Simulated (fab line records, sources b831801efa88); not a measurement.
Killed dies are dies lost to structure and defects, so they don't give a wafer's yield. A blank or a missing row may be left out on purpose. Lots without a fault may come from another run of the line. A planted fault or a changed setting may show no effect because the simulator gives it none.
Chamber matching | flow gf180mcu | GF_V2_CMP_04 on cmp-01: 4 sister chambers
The step polishes SiO2. 16 wafers are shown with their chamber, then 7 later ones without.

WAFERS WITH THEIR CHAMBER
wafer  | chamber | motor_current_A (A) | time_to_endpoint_s (s) | retaining_ring_pressure_frac
L872.1 | 3       | 13.6                | 82                     | 0.988
L872.4 | 2       | 13.7                | 89                     | 0.994
L872.6 | 1       | 12.3                | 78                     | 0.997
L874.2 | 3       | 14.0                | 71                     | 1.000
L874.4 | 1       | 11.6                | 75                     | 1.010
L874.6 | 3       | 15.3                | 76                     | 0.991
L876.2 | 0       | 12.2                | 74                     | 1.002
L876.5 | 0       | 12.1                | 77                     | 0.996
L876.6 | 3       | 14.8                | 81                     | 0.999
L877.1 | 3       | 14.6                | 73                     | 1.007
L877.4 | 0       | 12.4                | 71                     | 1.004
L880.1 | 3       | 14.6                | 72                     | 1.000
L880.3 | 0       | 11.9                | 75                     | 1.000
L880.5 | 1       | 12.1                | 81                     | 0.995
L887.1 | 2       | 14.2                | 82                     | 0.997
L887.4 | 1       | 11.8                | 88                     | 0.996

SIGNATURES (means of the wafers above)
reading                      | chamber 0 | chamber 1 | chamber 2 | chamber 3 | scatter within a chamber
motor_current_A              | 12.150    | 11.950    | 13.950    | 14.483    | 0.443
time_to_endpoint_s           | 74.25     | 80.50     | 85.50     | 75.83     | 4.54
retaining_ring_pressure_frac | 1.00050   | 0.99950   | 0.99550   | 0.99750   | 0.00596
Rule: a wafer's distance from a chamber is the root of the sum, over the readings, of the square of ((its reading less the chamber's mean) divided by the reading's scatter). The wafer belongs to the nearest chamber; if the next one is less than 2 further off, it can't be placed. The scatter: the root of (the sum of the squares of (reading less its chamber's mean) over the shown wafers, divided by (wafers less chambers)).

WAFERS WITHOUT THEIR CHAMBER
wafer  | motor_current_A (A) | time_to_endpoint_s (s) | retaining_ring_pressure_frac
L887.6 | 12.4                | 88                     | 0.997
L889.1 | 12.5                | 72                     | 0.997
L889.3 | 14.3                | 81                     | 1.003
L889.6 | 12.6                | 77                     | 1.008
L893.3 | 13.3                | 87                     | 1.008
L893.5 | 14.9                | 91                     | 0.999
L893.6 | 13.7                | 90                     | 1.006

WHICH CHAMBER EACH WENT THROUGH
wafer  | from the rows above               | in truth
L887.6 | can't be placed: 1 or 0 or 2      | 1
L889.1 | can't be placed: 0 or 1           | 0
L889.3 | can't be placed: 3 or 2           | 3
L889.6 | can't be placed: 0 or 1           | 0
L893.3 | can't be placed: 2 or 1 or 0 or 3 | 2
L893.5 | can't be placed: 2 or 3           | 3
L893.6 | can't be placed: 2 or 3           | 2
Placed correctly: 0 of 7. Can't be placed from these rows: 7 (the true chamber is among the candidates in 7). Placed wrongly: 0.
